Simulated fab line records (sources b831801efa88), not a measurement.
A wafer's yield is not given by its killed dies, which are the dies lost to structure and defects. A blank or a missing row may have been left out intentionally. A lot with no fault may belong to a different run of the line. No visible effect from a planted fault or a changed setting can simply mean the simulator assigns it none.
fab line records	flow gf180mcu
record lots=13	wafers=39	last-day=34
route steps=602 shown STI@30 MVSD@76 M1@316 V2@384
lots untouched by any fault: they come from a run of this same line in which no faults occurred
start-h: hours from the record's opening day to when the first of the lot's shown wafers began	wait-h: hours since the lot's step before	" same as the row above	L1.1+2: one row covering several wafers at once	- no value, or no start was given	* or withheld: withheld	< > ~ a bound
route shown NAME@n: NAME is a module with steps in the file, n the number in the route of the first one	usual: mean/standard deviation taken from wafers without a fault	same: alike in all rows	chamber/n: place in a boat	sites: each site's reading	_std_site: standard deviation across them	_edge_site: mean of outer sites minus mean of inner sites	radius-mm: for every site, how far away it sits from the centre of the wafer	mask NAME#n: copy n	behind: the last tool/chamber to shape the wafer	hold: cause of the lot's hold/its duration in hours/its outcome	device: the n, p or np transistor that did not switch	end of line: tests of these same wafers at the route's end	where a step has no rows: the recipe by itself	killed: at the first sort, the dies lost to defects and structure; wafer yield is something else	map: dies across one wafer; x = killed, . = not, _ = none there
set.NAME: the setting as run; set.NAME@STEP: as run at that earlier step	model.NAME: the simulator's own value behind a step, which no gauge read
steps of the route over a sample of lots; a table a step, a row a wafer
services: a tool's chamber out of use, with start hour (start-h, from the record's first day; less than 0 if before it), hours out, and reason
## steps
# step GF_STI_OXIDATION_29
# recipe temp-c=900	ambient=O2	stabilise-s=600	purge-s=300	target-thk-a=100	ox-time-s=1418
# usual ox-temp-c=900.0/0.42	spike-tc-centre-C=899.6/1.1	zone-power-centre-pct=18.8/2.1
lot.wafer	tool	chamber	start-h	wait-h	ox-temp-c	spike-tc-centre-C	zone-power-centre-pct
L544.2	furnace-01	0	29.56	0.0	899.3	898.5	16.7
L544.3	"	0	"	"	899.6	900.7	16.8
L544.6	"	0	"	"	899.4	900.0	16.8
L545.3	furnace-02	0	35.20	0.6	899.4	900.5	21.0
L545.4	"	0	"	"	900.5	899.3	20.9
L545.5	"	0	"	"	899.7	900.2	20.9
L547.1	furnace-02	0	44.29	0.0	900.0	899.2	20.6
L547.3	"	0	"	"	899.7	899.6	20.8
L547.6	"	0	"	"	899.6	902.6	20.7
L548.1	furnace-02	0	49.84	0.0	900.6	899.5	21.0
L548.3	"	0	"	"	900.2	898.2	20.8
L548.4	"	0	"	"	900.8	899.3	20.8
L549.1	furnace-02	0	55.80	0.0	900.6	900.8	21.1
L549.3	"	0	"	"	900.3	900.0	20.6
L549.6	"	0	"	"	900.7	899.3	20.9
L555.3	furnace-02	0	86.40	1.0	899.4	899.5	20.5
L555.4	"	0	"	"	900.0	898.1	20.6
L555.6	"	0	"	"	900.4	896.8	20.9
L556.2	furnace-02	0	90.43	0.0	900.2	899.9	21.1
L556.5	"	0	"	"	900.2	900.6	20.7
L556.6	"	0	"	"	900.1	898.7	20.9
L558.2	furnace-01	0	104.19	0.4	899.3	899.9	17.0
L558.4	"	0	"	"	900.2	900.4	16.6
L558.6	"	0	"	"	899.3	900.5	16.5
L559.3	furnace-02	0	106.76	0.0	900.1	897.3	20.9
L559.4	"	0	"	"	899.1	897.5	20.9
L559.6	"	0	"	"	899.9	900.5	20.9
L561.1	furnace-01	0	118.89	0.1	900.4	899.4	16.9
L561.3	"	0	"	"	900.7	900.5	16.6
L561.4	"	0	"	"	900.2	899.4	16.5
L563.1	furnace-01	0	127.18	0.4	900.3	898.3	16.7
L563.3	"	0	"	"	900.1	900.9	16.6
L563.6	"	0	"	"	900.4	899.1	16.8
L565.1	furnace-01	0	139.31	0.0	899.4	900.4	16.8
L565.3	"	0	"	"	899.8	898.9	16.6
L565.6	"	0	"	"	900.7	897.7	16.8
L567.3	furnace-01	0	147.50	0.0	900.0	897.9	16.6
L567.4	"	0	"	"	900.1	899.6	16.8
L567.5	"	0	"	"	899.8	899.7	16.6
# step GF_STI_THK_MEAS_30
# recipe reads=SiO2_of_STI_OXIDATION_29
# usual STI_OXIDATION_02_THK=10.06/0.17
lot.wafer	tool	chamber	start-h	wait-h	STI_OXIDATION_02_THK[nm]
L544.2	film-metro-03	-	30.96	0.0	9.79
L544.3	"	-	"	"	10.02
L544.6	"	-	"	"	9.82
L545.3	film-metro-03	-	36.62	0.0	10.28
L545.4	"	-	"	"	10.29
L545.5	"	-	"	"	10.21
L547.1	film-metro-04	-	45.71	0.0	9.99
L547.3	"	-	"	"	9.86
L547.6	"	-	"	"	10.07
L548.1	film-metro-02	-	51.23	0.0	10.19
L548.3	"	-	"	"	9.88
L548.4	"	-	"	"	10.19
L549.1	film-metro-04	-	57.20	0.0	10.31
L549.3	"	-	"	"	10.56
L549.6	"	-	"	"	10.50
L555.3	film-metro-02	-	87.82	0.0	10.17
L555.4	"	-	"	"	10.05
L555.6	"	-	"	"	10.24
L556.2	film-metro-03	-	91.84	0.0	15.80
L556.5	"	-	"	"	15.68
L556.6	"	-	"	"	15.85
L558.2	film-metro-02	-	105.60	0.0	10.08
L558.4	"	-	"	"	10.18
L558.6	"	-	"	"	10.10
L559.3	film-metro-04	-	108.17	0.0	15.65
L559.4	"	-	"	"	15.71
L559.6	"	-	"	"	15.64
L561.1	film-metro-02	-	120.28	0.0	10.12
L561.3	"	-	"	"	9.98
L561.4	"	-	"	"	10.10
L563.1	film-metro-03	-	128.57	0.0	9.91
L563.3	"	-	"	"	9.93
L563.6	"	-	"	"	9.82
L565.1	film-metro-03	-	140.70	0.0	10.23
L565.3	"	-	"	"	10.26
L565.6	"	-	"	"	10.19
L567.3	film-metro-03	-	148.92	0.0	10.11
L567.4	"	-	"	"	10.12
L567.5	"	-	"	"	10.23
# step GF_MVSD_STRIP_10
# recipe chemistry=O2/N2	power-w=1400	pressure-mtorr=1500	platen-temp-c=250	o2-flow-sccm=3000	n2-flow-sccm=300	overash-fraction=0.5
# usual drypump-motor-current-A=5.7/0.52	heater-power-w=315/20	oes-product-au=0.723/0.0046	strip-time-to-endpoint-s=37.01/0.11
# same overash-fraction=0.5
lot.wafer	tool	chamber	start-h	wait-h	drypump-motor-current-A	heater-power-w	oes-product-au	rf-hours-counter-h	strip-time-to-endpoint-s
L544.2	plasma-asher-01	1	84.06	0.1	5.2	321	0.720	43	36.93
L544.3	"	0	"	"	6.4	325	0.728	-	37.04
L544.6	"	0	"	"	6.4	324	0.728	-	36.99
L545.3	plasma-asher-03	1	92.21	0.1	6.0	317	0.720	-	36.95
L545.4	"	0	"	"	6.0	298	0.719	-	36.90
L545.5	"	0	"	"	6.0	293	0.721	-	36.86
L547.1	plasma-asher-01	0	100.92	0.1	6.4	333	0.722	45	37.00
L547.3	"	0	"	"	6.4	329	0.729	-	36.96
L547.6	"	0	"	"	6.4	317	0.730	-	37.03
L548.1	plasma-asher-03	0	107.90	0.1	6.0	300	0.723	43	36.91
L548.3	"	0	"	"	6.0	305	0.722	-	36.88
L548.4	"	1	"	"	6.0	322	0.720	-	36.94
L549.1	plasma-asher-04	0	113.38	0.1	5.8	270	0.715	33	37.01
L549.3	"	0	"	"	5.8	272	0.718	-	36.96
L549.6	"	1	"	"	4.8	328	0.710	-	36.95
L555.3	plasma-asher-01	0	146.96	0.1	6.4	332	0.724	-	36.96
L555.4	"	1	"	"	5.2	336	0.719	-	37.15
L555.6	"	0	"	"	6.4	331	0.719	-	37.10
L556.2	plasma-asher-01	0	151.60	0.1	6.4	330	0.728	3	37.06
L556.5	"	1	"	"	5.2	328	0.717	-	36.86
L556.6	"	0	"	"	6.4	329	0.725	-	36.94
L558.2	plasma-asher-04	1	165.95	0.1	4.8	329	0.727	39	37.09
L558.4	"	1	"	"	4.8	336	0.717	-	36.91
L558.6	"	0	"	"	5.8	269	0.728	-	37.08
L559.3	plasma-asher-03	0	169.45	0.1	6.0	295	0.720	-	37.11
L559.4	"	1	"	"	6.0	316	0.724	-	37.20
L559.6	"	1	"	"	6.0	322	0.720	-	37.29
L561.1	plasma-asher-04	1	182.83	0.1	4.9	328	0.719	41	37.15
L561.3	"	1	"	"	4.8	323	0.723	-	37.12
L561.4	"	0	"	"	5.8	277	0.718	-	37.16
L563.1	plasma-asher-04	0	192.92	0.1	5.8	273	0.730	42	37.10
L563.3	"	0	"	"	5.8	270	0.726	-	37.03
L563.6	"	0	"	"	5.8	264	0.721	-	36.92
L565.1	plasma-asher-04	0	205.32	0.1	5.8	277	0.720	44	37.04
L565.3	"	1	"	"	4.9	333	0.721	-	36.91
L565.6	"	1	"	"	4.8	325	0.712	-	37.02
L567.3	plasma-asher-03	1	215.86	0.1	6.0	319	0.722	-	37.07
L567.4	"	0	"	"	6.0	303	0.724	-	37.05
L567.5	"	1	"	"	6.0	325	0.716	-	37.15
# step GF_M1_SPUTTER_01
# recipe material=TiN	target-thk-nm=30	power-w=6500	time-s=25	chamber-pressure-pa=0.4
# usual chamber-pressure-pa=0.4000/0.00079	throttle-valve-pct=29.9/0.94
lot.wafer	tool	chamber	start-h	wait-h	chamber-pressure-pa	throttle-valve-pct
L544.2	pvd-sputter-01	-	368.77	0.1	0.3985	30.7
L544.3	"	-	"	"	0.3995	30.1
L544.6	"	-	"	"	0.3992	30.3
L545.3	pvd-sputter-02	-	374.27	0.1	0.4013	28.2
L545.4	"	-	"	"	0.4000	30.6
L545.5	"	-	"	"	0.4006	29.5
L547.1	pvd-sputter-02	-	386.21	0.1	0.3991	31.4
L547.3	"	-	"	"	0.3988	29.3
L547.6	"	-	"	"	0.4004	31.2
L548.1	pvd-sputter-01	-	398.85	0.1	0.4010	31.6
L548.3	"	-	"	"	0.3998	30.0
L548.4	"	-	"	"	0.4010	30.0
L549.1	pvd-sputter-01	-	408.36	0.1	0.3994	31.4
L549.3	"	-	"	"	0.3993	30.2
L549.6	"	-	"	"	0.3986	31.5
L555.3	pvd-sputter-01	-	462.29	0.1	0.4004	30.2
L555.4	"	-	"	"	0.3998	31.7
L555.6	"	-	"	"	0.3997	30.1
L556.2	pvd-sputter-04	-	466.24	0.1	0.4003	29.3
L556.5	"	-	"	"	0.4010	29.4
L556.6	"	-	"	"	0.4009	28.9
L558.2	pvd-sputter-04	-	491.82	0.1	0.3994	29.4
L558.4	"	-	"	"	0.4004	29.5
L558.6	"	-	"	"	0.4003	29.2
L559.3	pvd-sputter-04	-	496.81	0.1	0.4001	29.5
L559.4	"	-	"	"	0.3990	29.5
L559.6	"	-	"	"	0.4000	29.6
L561.1	pvd-sputter-04	-	512.23	0.1	0.3988	28.6
L561.3	"	-	"	"	0.4002	29.5
L561.4	"	-	"	"	0.3987	29.5
L563.1	pvd-sputter-02	-	530.38	0.1	0.3997	29.3
L563.3	"	-	"	"	0.3990	28.1
L563.6	"	-	"	"	0.4002	28.5
L565.1	pvd-sputter-02	-	547.07	0.1	0.4002	30.9
L565.3	"	-	"	"	0.3993	29.3
L565.6	"	-	"	"	0.3999	31.5
L567.3	pvd-sputter-02	-	558.97	0.1	0.4003	30.6
L567.4	"	-	"	"	0.4004	28.6
L567.5	"	-	"	"	0.4007	28.6
# step GF_V2_CVD_02
# recipe material=SiO2	target-thk-nm=850	precursor=TEOS	temp-c=400	time-s=94.851	rf-w=600
# usual heater-power-w=683/83
lot.wafer	tool	chamber	start-h	wait-h	heater-power-w
L544.2	pecvd-04	1	442.58	0.0	670
L544.3	"	0	"	"	775
L544.6	"	1	"	"	547
L545.3	pecvd-02	1	451.09	0.0	658
L545.4	"	1	"	"	684
L545.5	"	2	"	"	539
L547.1	pecvd-02	0	463.85	0.1	823
L547.3	"	1	"	"	625
L547.6	"	0	"	"	732
L548.1	pecvd-02	0	475.83	0.1	825
L548.3	"	1	"	"	678
L548.4	"	2	"	"	488
L549.1	pecvd-01	1	485.49	0.1	696
L549.3	"	2	"	"	662
L549.6	"	1	"	"	577
L555.3	pecvd-04	0	537.39	0.0	710
L555.4	"	0	"	"	752
L555.6	"	1	"	"	547
L556.2	pecvd-02	2	540.11	0.0	501
L556.5	"	1	"	"	663
L556.6	"	0	"	"	841
L558.2	pecvd-01	2	564.89	0.0	655
L558.4	"	0	"	"	773
L558.6	"	1	"	"	654
L559.3	pecvd-04	2	569.22	0.1	765
L559.4	"	1	"	"	548
L559.6	"	2	"	"	804
L561.1	pecvd-04	1	597.42	0.1	671
L561.3	"	0	"	"	753
L561.4	"	1	"	"	706
L563.1	pecvd-04	2	603.29	0.1	772
L563.3	"	0	"	"	759
L563.6	"	2	"	"	802
L565.1	pecvd-04	2	621.74	0.1	819
L565.3	"	1	"	"	709
L565.6	"	0	"	"	767
L567.3	pecvd-04	0	632.27	0.0	699
L567.4	"	1	"	"	654
L567.5	"	0	"	"	750
## services
tool	chamber	start-h	hours	kind
furnace-02	-	21.51	3.9	pm
furnace-02	-	29.71	4.0	pm
pecvd-04	0	31.70	16.8	repair
pecvd-04	-	71.01	2.6	repair
furnace-01	-	121.53	3.0	pm
furnace-01	-	155.04	3.0	pm
pecvd-04	-	160.62	14.0	pm
furnace-02	-	188.43	3.8	pm
pecvd-04	1	199.53	5.1	repair
pecvd-04	0	236.28	5.8	repair
pecvd-04	-	302.55	0.8	repair
pecvd-04	-	312.65	2.8	repair
pecvd-04	2	313.45	7.3	repair
furnace-02	-	336.06	7.2	repair
furnace-01	-	344.35	2.3	pm
furnace-02	-	356.51	3.0	pm
pecvd-04	-	415.37	2.8	pm
furnace-01	-	437.04	2.5	pm
furnace-02	-	456.13	7.9	pm
furnace-02	-	524.22	4.1	pm
pecvd-04	0	564.58	6.0	repair
pecvd-04	-	575.91	1.5	repair
pecvd-04	-	577.35	0.5	repair
furnace-02	-	594.18	2.7	pm
## key
first-sign step=GF_STI_THK_MEAS_30	reading=STI_OXIDATION_02_THK	direction=up	sigmas=33	usual=10.06	struck=15.72
effect none on later readings
met-at GF_STI_OXIDATION_29
struck-lots L556,L559
tester-left-out L556,L559
not-acting-at GF_MVSD_STRIP_10,GF_M1_SPUTTER_01,GF_V2_CVD_02
onset-between 86.40 90.43
fault kind=process-parameter-drift	tool=furnace-02	chamber=-	onset-h=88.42	steps=GF_STI_OXIDATION_29	channel=ox-time-s	offset=*	shape=step	end-h=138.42	acts-in=*	stated=*
# tester-left-out: of these lots the tester's yield and bins aren't shown, on N5 and GAA mostly nor the transistor test; their killed dies are dies lost to structure and defects alone, not to doping, threshold or leakage, so they don't give the yield
